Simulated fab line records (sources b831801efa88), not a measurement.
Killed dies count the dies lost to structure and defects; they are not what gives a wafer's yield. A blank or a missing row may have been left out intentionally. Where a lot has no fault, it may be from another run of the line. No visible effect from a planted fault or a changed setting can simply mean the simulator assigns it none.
fab line records ; flow sky130
record lots=6; wafers=18; last-day=50
route steps=708 shown METAL1@440 PAD_OPEN@708
lots that met no fault: taken from a fault-free run of the same line
start-h: start of the lot's first displayed wafer, in hours after the record's first day ; wait-h: hours since the lot's step before ; " identical to the entry in the row above ; L1.1+2: a row that stands for several wafers ; - no value, or no start was given ; * or withheld: withheld ; < > ~ a bound
route shown NAME@n: a module of which the file shows steps, and the number in the route of the first ; usual: mean and standard deviation over wafers with no fault ; same: alike in all rows ; chamber/n: place in a boat ; sites: per-site readings ; _std_site: standard deviation of those values ; _edge_site: mean of outer sites minus mean of inner sites ; radius-mm: how far each site lies from the wafer's centre ; mask NAME#n: copy n ; behind: tool/chamber where the wafer was last shaped ; hold: cause of the lot's hold/its duration in hours/its outcome ; device: the n, p or np transistor that did not switch ; end of line: tests of these same wafers at the route's end ; where a step has no rows: the recipe by itself ; killed: not the wafer's yield, but the dies lost to structure and defects at the first sort ; map: a wafer's dies, marking killed ones x, the rest . and places with no die _
set.NAME: setting as actually run; set.NAME@STEP: the setting as run at that earlier step ; model.NAME: the simulator's own value behind a step, which no gauge read
certain route steps with their lots: each step a table, each wafer a row
services: a tool's chamber out of use, with start hour (start-h, from the record's first day; less than 0 if before it), hours out, and reason
## steps
# step SKY_METAL1_THK_MEAS_06
# recipe thk-meas-gauge=xrf; reads=AlCu_of_METAL1_SPUTTER_02
# usual METAL1_ALCU_THK=253/3.6
lot.wafer;tool;chamber;start-h;wait-h;METAL1_ALCU_THK[nm]
L345.2;film-metro-01;-;742.99;0.1;256
L345.4;film-metro-01;-;742.99;0.1;253
L345.6;film-metro-01;-;742.99;0.1;255
L348.2;film-metro-01;-;783.76;0.1;257
L348.3;film-metro-01;-;783.76;0.1;256
L348.4;film-metro-01;-;783.76;0.1;258
L353.1;film-metro-02;-;826.05;0.1;248
L353.2;film-metro-02;-;826.05;0.1;248
L353.4;film-metro-02;-;826.05;0.1;248
L356.1;film-metro-01;-;846.64;0.1;244
L356.3;film-metro-01;-;846.64;0.1;245
L356.4;film-metro-01;-;846.64;0.1;246
L359.2;film-metro-01;-;870.25;0.1;259
L359.3;film-metro-01;-;870.25;0.1;255
L359.6;film-metro-01;-;870.25;0.1;259
L365.3;film-metro-01;-;902.30;0.1;255
L365.4;film-metro-01;-;902.30;0.1;255
L365.5;film-metro-01;-;902.30;0.1;256
# step SKY_METAL1_DEHYDRATE_07
# recipe temp-c=200; time-s=60
# step SKY_METAL1_HMDS_08
# recipe prime-time-s=60; prime-temp-c=120
# step SKY_METAL1_COAT_09
# recipe resist=BARC; temp-c=withheld; time-s=withheld; spin-rpm=3000; resist-thk-nm=60
# step SKY_METAL1_COAT_10
# recipe resist=KrF-thick; spin-rpm=3000; resist-thk-nm=450
# step SKY_METAL1_SOFTBAKE_11
# recipe temp-c=100; time-s=90; resist=KrF-thick
# step SKY_METAL1_EXPOSE_12
# recipe mask-id=MM1; na=0.8; source-shape=annular; sigma-inner=0.55; sigma-outer=0.85; target-cd-nm=140; dose-mj=28
# step SKY_METAL1_PEB_13
# recipe peb-temp-c=withheld; peb-time-s=withheld; resist=KrF-thick
# step SKY_METAL1_DEVELOP_14
# recipe develop-time-s=60; resist=KrF-thick; dev-temp-c=21
# step SKY_METAL1_CD_MEAS_15
# recipe target-cd-nm=140
# usual cd-nm=140.2/1.6
lot.wafer;tool;chamber;start-h;wait-h;cd-nm
L345.2;cd-sem-02;-;769.98;-;137.9
L345.4;cd-sem-02;-;769.98;-;139.4
L345.6;cd-sem-02;-;769.98;-;139.4
L348.2;cd-sem-02;-;810.46;-;139.3
L348.3;cd-sem-02;-;810.46;-;140.3
L348.4;cd-sem-02;-;810.46;-;139.5
L353.1;cd-sem-02;-;851.71;-;138.7
L353.2;cd-sem-02;-;851.71;-;140.6
L353.4;cd-sem-02;-;851.71;-;140.1
L356.1;cd-sem-02;-;872.24;-;138.5
L356.3;cd-sem-02;-;872.24;-;138.3
L356.4;cd-sem-02;-;872.24;-;137.4
L359.2;cd-sem-01;-;896.53;-;141.4
L359.3;cd-sem-01;-;896.53;-;142.1
L359.6;cd-sem-01;-;896.53;-;142.0
L365.3;cd-sem-01;-;926.98;-;142.1
L365.4;cd-sem-01;-;926.98;-;143.8
L365.5;cd-sem-01;-;926.98;-;142.7
# step SKY_METAL1_OVL_MEAS_16
# usual METAL1_OVL=0/5.7
lot.wafer;tool;chamber;start-h;wait-h;METAL1_OVL[nm]
L345.2;overlay-01;-;770.08;0.1;-2
L345.4;overlay-01;-;770.08;0.1;1
L345.6;overlay-01;-;770.08;0.1;-5
L348.2;overlay-01;-;810.56;0.1;-9
L348.3;overlay-01;-;810.56;0.1;-11
L348.4;overlay-01;-;810.56;0.1;-7
L353.1;overlay-02;-;851.83;0.1;-4
L353.2;overlay-02;-;851.83;0.1;6
L353.4;overlay-02;-;851.83;0.1;3
L356.1;overlay-01;-;872.36;0.1;2
L356.3;overlay-01;-;872.36;0.1;2
L356.4;overlay-01;-;872.36;0.1;-2
L359.2;overlay-01;-;896.63;0.1;-8
L359.3;overlay-01;-;896.63;0.1;-9
L359.6;overlay-01;-;896.63;0.1;-1
L365.3;overlay-01;-;927.07;0.1;6
L365.4;overlay-01;-;927.07;0.1;6
L365.5;overlay-01;-;927.07;0.1;4
# step SKY_METAL1_DESCUM_17
# recipe chemistry=O2; source-power-w=150; bias-power-w=0; pressure-mtorr=10; temp-c=40; time-s=8
# usual drypump-motor-current-A=5.9/0.35; oes-product-au=0.999/0.0079
# same time-s=8
lot.wafer;tool;chamber;start-h;wait-h;drypump-motor-current-A;oes-product-au;rf-hours-counter-h
L345.2;rie-metal-02;0;770.11;0.0;6.3;0.984;5
L345.4;rie-metal-02;1;770.11;0.0;5.3;1.001;-
L345.6;rie-metal-02;0;770.11;0.0;6.3;0.992;-
L348.2;rie-metal-02;0;810.59;0.0;6.4;0.996;6
L348.3;rie-metal-02;0;810.59;0.0;6.3;1.000;-
L348.4;rie-metal-02;1;810.59;0.0;5.2;1.011;-
L353.1;rie-metal-02;0;851.86;0.0;6.4;0.999;8
L353.2;rie-metal-02;1;851.86;0.0;5.2;0.999;12
L353.4;rie-metal-02;1;851.86;0.0;5.2;0.997;-
L356.1;rie-metal-02;0;872.39;0.0;6.4;0.984;9
L356.3;rie-metal-02;0;872.39;0.0;6.4;0.982;-
L356.4;rie-metal-02;1;872.39;0.0;5.2;1.000;-
L359.2;rie-metal-03;0;896.66;0.0;6.1;1.011;9
L359.3;rie-metal-03;1;896.66;0.0;5.6;1.007;-
L359.6;rie-metal-03;0;896.66;0.0;6.1;0.986;-
L365.3;rie-metal-04;1;927.10;0.0;6.1;0.993;-
L365.4;rie-metal-04;0;927.10;0.0;6.1;1.002;-
L365.5;rie-metal-04;0;927.10;0.0;6.1;1.002;-
# step SKY_METAL1_ETCH_18
# recipe chemistry=N2/H2; target=BARC; ion-energy-ev=200; bias-w=100; pressure-mtorr=30; n2-flow-sccm=100; h2-flow-sccm=200; icp-w=500; stop-on=SiO2; time-s=45.9; target-depth-a=600
# usual drypump-motor-current-A=5.9/0.35; oes-product-au=0.855/0.0047; throttle-valve-pct=13.224/0.0079
# same time-s=45.9
lot.wafer;tool;chamber;start-h;wait-h;drypump-motor-current-A;oes-product-au;rf-hours-counter-h;throttle-valve-pct;model.KrF-thick_of_METAL1_COAT_10.thk-nm;model.etch.depth-nm
L345.2;rie-metal-02;0;770.14;0.0;6.4;0.855;5;13.232;392.3;59.96
L345.4;rie-metal-02;1;770.14;0.0;5.2;0.857;-;13.227;391.9;59.91
L345.6;rie-metal-02;0;770.14;0.0;6.4;0.856;-;13.244;391.9;60.02
L348.2;rie-metal-02;0;810.62;0.0;6.4;0.854;6;13.235;395.3;60.23
L348.3;rie-metal-02;0;810.62;0.0;6.4;0.861;-;13.219;395;60.12
L348.4;rie-metal-02;1;810.62;0.0;5.2;0.853;-;13.232;393.9;60.25
L353.1;rie-metal-02;0;851.89;0.0;6.3;0.855;8;13.222;393.6;60.15
L353.2;rie-metal-02;1;851.89;0.0;5.2;0.842;12;13.229;399;58.61
L353.4;rie-metal-02;1;851.89;0.0;5.2;0.839;-;13.225;397.9;58.59
L356.1;rie-metal-02;0;872.42;0.0;6.4;0.865;9;13.241;391.9;59.83
L356.3;rie-metal-02;0;872.42;0.0;6.4;0.863;-;13.215;392.6;59.93
L356.4;rie-metal-02;1;872.42;0.0;5.2;0.837;-;13.226;397.6;58.9
L359.2;rie-metal-03;0;896.69;0.0;6.1;0.849;9;13.224;395.5;60.15
L359.3;rie-metal-03;1;896.69;0.0;5.6;0.854;-;13.233;394.4;60.11
L359.6;rie-metal-03;0;896.69;0.0;6.1;0.848;-;13.216;393;59.86
L365.3;rie-metal-04;1;927.15;0.0;6.1;0.862;-;13.212;396.2;60.29
L365.4;rie-metal-04;0;927.15;0.0;6.1;0.854;-;13.218;394.9;60.04
L365.5;rie-metal-04;0;927.15;0.0;6.1;0.862;-;13.213;394.3;60.09
# step SKY_METAL1_METAL_ETCH_19
# recipe target-depth-a=3600; stop-on=SiO2; over-etch-frac=0.3; time-s=78; chemistry=Cl2/BCl3; resist-sidewall-deg=88; pressure-mtorr=10; icp-w=900; bias-w=48.5; Cl2_flow_sccm=60; bcl3-flow-sccm=30
# usual drypump-motor-current-A=5.9/0.35; oes-product-au=0.857/0.0061; throttle-valve-pct=22.264/0.0087
# same time-s=78
lot.wafer;tool;chamber;start-h;wait-h;drypump-motor-current-A;oes-product-au;rf-hours-counter-h;throttle-valve-pct;model.KrF-thick_of_METAL1_COAT_10.thk-nm
L345.2;rie-metal-02;0;770.21;0.0;6.3;0.855;5;22.268;161
L345.4;rie-metal-02;1;770.21;0.0;5.2;0.865;-;22.262;158.5
L345.6;rie-metal-02;0;770.21;0.0;6.3;0.862;-;22.259;160.9
L348.2;rie-metal-02;0;810.69;0.0;6.3;0.856;6;22.257;167.4
L348.3;rie-metal-02;0;810.69;0.0;6.3;0.862;-;22.259;164.2
L348.4;rie-metal-02;1;810.69;0.0;5.2;0.865;-;22.262;160.8
L353.1;rie-metal-02;0;851.96;0.0;6.4;0.848;8;22.274;164.2
L353.2;rie-metal-02;1;851.96;0.0;5.2;0.853;12;22.251;164.9
L353.4;rie-metal-02;1;851.96;0.0;5.2;0.853;-;22.256;164.1
L356.1;rie-metal-02;0;872.49;0.0;6.3;0.854;9;22.249;161.1
L356.3;rie-metal-02;0;872.49;0.0;6.4;0.855;-;22.263;162.5
L356.4;rie-metal-02;1;872.49;0.0;5.2;0.850;-;22.256;164.7
L359.2;rie-metal-03;0;896.76;0.0;6.1;0.847;9;22.253;164.9
L359.3;rie-metal-03;1;896.76;0.0;5.6;0.862;-;22.269;162.8
L359.6;rie-metal-03;0;896.76;0.0;6.1;0.867;-;22.267;161.7
L365.3;rie-metal-04;1;927.22;0.1;6.1;0.856;-;22.265;164.8
L365.4;rie-metal-04;0;927.22;0.1;6.1;0.867;-;22.259;158.8
L365.5;rie-metal-04;0;927.22;0.1;6.1;0.869;-;22.264;160.2
# step SKY_METAL1_STRIP_20
# recipe chemistry=O2/N2; power-w=1400; pressure-mtorr=1500; platen-temp-c=withheld; o2-flow-sccm=3000; n2-flow-sccm=300; overash-fraction=0.5
# usual drypump-motor-current-A=5.4/0.41; oes-product-au=0.343/0.0044; strip-time-to-endpoint-s=2.70/0.038
lot.wafer;tool;chamber;start-h;wait-h;drypump-motor-current-A;oes-product-au;rf-hours-counter-h;strip-time-to-endpoint-s
L345.2;plasma-asher-02;1;770.30;0.1;4.9;0.340;3;2.70
L345.4;plasma-asher-02;0;770.30;0.1;5.0;0.340;-;2.67
L345.6;plasma-asher-02;1;770.30;0.1;4.9;0.337;-;2.72
L348.2;plasma-asher-01;1;810.78;0.1;5.8;0.352;65;2.81
L348.3;plasma-asher-01;1;810.78;0.1;5.8;0.353;-;2.76
L348.4;plasma-asher-01;0;810.78;0.1;5.3;0.347;-;2.71
L353.1;plasma-asher-03;0;852.05;0.1;5.8;0.338;43;2.76
L353.2;plasma-asher-03;1;852.05;0.1;6.0;0.345;43;2.78
L353.4;plasma-asher-03;1;852.05;0.1;5.9;0.348;-;2.77
L356.1;plasma-asher-02;0;872.58;0.1;5.0;0.348;13;2.73
L356.3;plasma-asher-02;0;872.58;0.1;5.0;0.342;-;2.73
L356.4;plasma-asher-02;1;872.58;0.1;4.9;0.345;-;2.78
L359.2;plasma-asher-03;1;896.85;0.1;6.0;0.342;48;2.77
L359.3;plasma-asher-03;0;896.85;0.1;5.8;0.348;-;2.75
L359.6;plasma-asher-03;0;896.85;0.1;5.8;0.343;-;2.73
L365.3;plasma-asher-02;1;927.31;0.1;4.9;0.344;-;2.77
L365.4;plasma-asher-02;0;927.31;0.1;5.0;0.347;-;2.71
L365.5;plasma-asher-02;0;927.31;0.1;5.0;0.337;-;2.70
# step SKY_PAD_OPEN_PROBE_99
# usual defect-limited-yield=82.5/1.8; killed_at_M0_to_M3=43/6.5; killed_at_M4_up=3.1/1.8; killed-at-contacts=24/4.8; killed-at-front-end=15/4.7; killed-at-other=0.3/0.58; killed-dies=86/8.6; killed-open=47/6.7; killed-short=39/6.1
# same gross-dies=492; killed-at-back-side=0
lot.wafer;tool;chamber;start-h;wait-h;defect-limited-yield[%];killed_at_M0_to_M3;killed_at_M4_up;killed-at-contacts;killed-at-front-end;killed-at-other;killed-dies;killed-open;killed-short;model.etest.tester.sort-n-pass;model.etest.tester.sort-yield-pct;model.etest.tester.sort_bin_3_pct;model.etest.cap-thick-oxide.over-limit;model.etest.sram-nfet-pass.short;model.etest.iso-nwell-nwell.over-limit;model.etest.met3.short;model.etest.cap-mim2.over-limit
L345.2;prober-01;-;1078.45;0.1;82.1;40;1;23;23;1;88;47;41;404;82.11;1.22;0;0;0;0;0
L345.4;prober-01;-;1078.55;0.2;81.1;50;2;25;15;1;93;48;45;399;81.1;0.6098;0;0;0;0;0
L345.6;prober-01;-;1078.65;0.2;82.1;43;2;27;16;0;88;50;38;404;82.11;0.4065;0;0;0;0;0
L348.2;prober-02;-;1107.11;0.1;83.3;36;4;26;16;0;82;37;45;410;83.33;0.4065;0;0;0;0;0
L348.3;prober-02;-;1107.16;0.2;83.7;40;3;25;11;1;80;36;44;412;83.74;1.423;0;0;0;0;0
L348.4;prober-02;-;1107.21;0.2;81.5;47;4;24;16;0;91;53;38;401;81.5;0.813;0;0;0;0;0
L353.1;prober-01;-;1141.03;0.1;85.4;40;3;19;10;0;72;39;33;420;85.37;0.6098;0;0;0;0;0
L353.2;prober-01;-;1141.08;0.1;83.7;45;5;15;15;0;80;46;34;68;13.82;70.93;1;1;1;1;1
L353.4;prober-01;-;1141.18;0.2;82.9;40;3;29;12;0;84;48;36;58;11.79;71.95;1;1;1;1;1
L356.1;prober-02;-;1157.07;0.1;84.3;31;2;22;22;0;77;41;36;415;84.35;1.016;0;0;0;0;0
L356.3;prober-02;-;1157.17;0.2;78.5;46;2;36;20;2;106;64;42;386;78.46;0;0;0;0;0;0
L356.4;prober-02;-;1157.22;0.2;80.3;43;5;29;20;0;97;45;52;100;20.33;60.77;1;1;1;1;1
L359.2;prober-02;-;1173.92;0.1;84.1;37;3;23;14;1;78;46;32;414;84.15;0.813;0;0;0;0;0
L359.3;prober-02;-;1173.97;0.2;81.5;42;3;25;21;0;91;45;46;401;81.5;0.2033;0;0;0;0;0
L359.6;prober-02;-;1174.12;0.2;79.7;50;3;31;16;0;100;57;43;392;79.67;1.016;0;0;0;0;0
L365.3;prober-02;-;1194.06;0.2;84.6;38;5;24;8;1;76;36;40;416;84.55;0.4065;0;0;0;0;0
L365.4;prober-02;-;1194.11;0.2;82.9;47;5;21;9;2;84;48;36;408;82.93;1.22;0;0;0;0;0
L365.5;prober-02;-;1194.16;0.2;83.1;41;8;23;11;0;83;38;45;409;83.13;0.6098;0;0;0;0;0
# killed by level:class
L345.2 CONTACT:geometric-particle:open=10 FIELD_ISO:geometric-particle:open=8 VIA1:geometric-particle:open=7 POLY_GATE:geometric-particle:short=6 METAL1:geometric-particle:short=6 VIA3:geometric-particle:open=6 FIELD_ISO:geometric-particle:short=5 LI_CONTACT:geometric-particle:open=5
L345.4 VIA1:geometric-particle:open=14 LI_CONTACT:geometric-particle:open=10 CONTACT:geometric-particle:open=9 VIA1:geometric-particle:short=8 POLY_GATE:geometric-particle:short=6 METAL1:geometric-particle:short=6 VIA2:geometric-particle:open=6 FIELD_ISO:geometric-particle:short=5
L345.6 CONTACT:geometric-particle:open=11 VIA1:geometric-particle:open=11 VIA2:geometric-particle:open=7 CONTACT:geometric-particle:short=6 VIA3:geometric-particle:open=6 POLY_GATE:geometric-particle:open=5 LI_CONTACT:geometric-particle:short=4 LOCAL_INTERCONNECT:geometric-particle:short=4
L348.2 POLY_GATE:geometric-particle:short=7 VIA1:geometric-particle:open=7 CONTACT:geometric-particle:open=6 VIA2:geometric-particle:open=6 LOCAL_INTERCONNECT:geometric-particle:open=5 METAL2:geometric-particle:short=5 FIELD_ISO:geometric-particle:short=4 LI_CONTACT:geometric-particle:open=4
L348.3 METAL1:geometric-particle:short=10 CONTACT:geometric-particle:open=8 VIA1:geometric-particle:open=7 FIELD_ISO:geometric-particle:open=5 LI_CONTACT:geometric-particle:open=5 METAL2:geometric-particle:short=5 LOCAL_INTERCONNECT:geometric-particle:short=5 FIELD_ISO:geometric-particle:short=4
L348.4 VIA1:geometric-particle:open=10 VIA2:geometric-particle:open=10 CONTACT:geometric-particle:open=9 METAL1:geometric-particle:short=8 VIA3:geometric-particle:open=7 CONTACT:geometric-particle:short=6 FIELD_ISO:geometric-particle:open=4 POLY_GATE:geometric-particle:open=4
L353.1 VIA1:geometric-particle:open=8 METAL1:geometric-particle:short=6 VIA3:geometric-particle:open=6 VIA2:geometric-particle:open=5 CONTACT:geometric-particle:open=5 CONTACT:geometric-particle:short=5 LI_CONTACT:geometric-particle:open=4 METAL2:geometric-particle:short=4
L353.2 VIA1:geometric-particle:open=14 VIA3:geometric-particle:open=8 CONTACT:geometric-particle:open=8 METAL1:geometric-particle:short=5 FIELD_ISO:geometric-particle:open=4 POLY_GATE:geometric-particle:open=4 METAL4:geometric-particle:short=4 FIELD_ISO:geometric-particle:short=3
L353.4 VIA1:geometric-particle:open=12 CONTACT:geometric-particle:open=11 METAL1:geometric-particle:short=7 LI_CONTACT:geometric-particle:open=7 VIA1:geometric-particle:short=5 METAL2:geometric-particle:short=5 CONTACT:geometric-particle:short=5 VIA3:geometric-particle:open=5
L356.1 LI_CONTACT:geometric-particle:open=11 POLY_GATE:geometric-particle:short=9 METAL1:geometric-particle:short=7 VIA2:geometric-particle:open=7 CONTACT:geometric-particle:open=7 FIELD_ISO:geometric-particle:short=6 VIA1:geometric-particle:open=6 FIELD_ISO:geometric-particle:open=3
L356.3 VIA1:geometric-particle:open=18 LI_CONTACT:geometric-particle:open=11 CONTACT:geometric-particle:open=10 VIA2:geometric-particle:open=7 POLY_GATE:geometric-particle:open=5 METAL2:geometric-particle:short=5 CONTACT:geometric-particle:short=5 METAL1:geometric-particle:short=5
L356.4 CONTACT:geometric-particle:open=9 METAL1:geometric-particle:short=8 LOCAL_INTERCONNECT:geometric-particle:short=6 VIA1:geometric-particle:open=6 METAL2:geometric-particle:short=6 POLY_GATE:geometric-particle:short=5 VIA2:geometric-particle:short=5 VIA2:geometric-particle:open=5
L359.2 CONTACT:geometric-particle:open=10 VIA3:geometric-particle:open=7 LI_CONTACT:geometric-particle:open=6 METAL1:geometric-particle:short=6 VIA1:geometric-particle:short=6 FIELD_ISO:geometric-particle:open=5 VIA1:geometric-particle:open=5 VIA2:geometric-particle:open=5
L359.3 VIA3:geometric-particle:open=9 FIELD_ISO:geometric-particle:short=8 LI_CONTACT:geometric-particle:open=8 VIA2:geometric-particle:open=8 METAL1:geometric-particle:short=7 CONTACT:geometric-particle:open=6 CONTACT:geometric-particle:short=6 VIA1:geometric-particle:open=6
L359.6 VIA1:geometric-particle:open=13 CONTACT:geometric-particle:open=11 VIA2:geometric-particle:open=11 LI_CONTACT:geometric-particle:open=8 METAL3:geometric-particle:short=7 POLY_GATE:geometric-particle:open=5 LI_CONTACT:geometric-particle:short=5 CONTACT:geometric-particle:short=5
L365.3 CONTACT:geometric-particle:open=7 VIA1:geometric-particle:open=7 METAL1:geometric-particle:short=7 LI_CONTACT:geometric-particle:short=5 LI_CONTACT:geometric-particle:open=5 METAL1:geometric-particle:open=4 VIA1:geometric-particle:short=4 CONTACT:geometric-particle:short=4
L365.4 VIA2:geometric-particle:open=17 LI_CONTACT:geometric-particle:open=7 VIA1:geometric-particle:open=7 METAL2:geometric-particle:short=6 VIA3:geometric-particle:open=5 VIA2:geometric-particle:short=5 METAL4:geometric-particle:short=5 POLY_GATE:geometric-particle:short=4
L365.5 CONTACT:geometric-particle:open=11 METAL1:geometric-particle:short=8 METAL4:geometric-particle:short=8 VIA2:geometric-particle:open=7 VIA1:geometric-particle:open=6 VIA1:geometric-particle:short=5 METAL2:geometric-particle:short=5 POLY_GATE:geometric-particle:short=4
## services
tool;chamber;start-h;hours;kind
plasma-asher-01;-;746.33;2.8;pm
rie-metal-03;1;747.05;-;clean
rie-metal-03;1;747.05;18.3;scheduled-down
rie-metal-03;1;747.05;18.3;vent-cycle
rie-metal-02;-;772.19;2.8;pm
rie-metal-04;-;821.07;1.4;pm
rie-metal-03;0;841.50;3.7;repair
rie-metal-03;-;843.18;2.8;pm
rie-metal-03;-;880.65;0.1;repair
rie-metal-02;-;886.63;0.2;repair
rie-metal-04;0;905.35;-;clean
rie-metal-04;0;905.35;21.4;scheduled-down
rie-metal-04;0;905.35;21.4;vent-cycle
## key
first-sign step=SKY_METAL1_ETCH_18; reading=oes-product-au; direction=down; sigmas=3.2; usual=0.855; struck=0.840
effect none on later readings
model-effect step=SKY_METAL1_ETCH_18; value=KrF-thick_of_METAL1_COAT_10.thk-nm; without=391.9; struck=398.2
model-effect step=SKY_METAL1_METAL_ETCH_19; value=KrF-thick_of_METAL1_COAT_10.thk-nm; without=158.3; struck=164.6
model-effect step=SKY_PAD_OPEN_PROBE_99; value=etest.tester.sort-n-pass; without=405; struck=75.33
met-at SKY_METAL1_ETCH_18
struck-wafers L353.2,L353.4,L356.4
onset-between 810.62 851.89
fault kind=process-parameter-drift; tool=rie-metal-02; chamber=1; onset-h=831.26; steps=SKY_METAL1_ETCH_18; channel=ion-energy-ev; offset=-80; shape=step; end-h=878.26; acts-in=these-recipes-only; stated=200
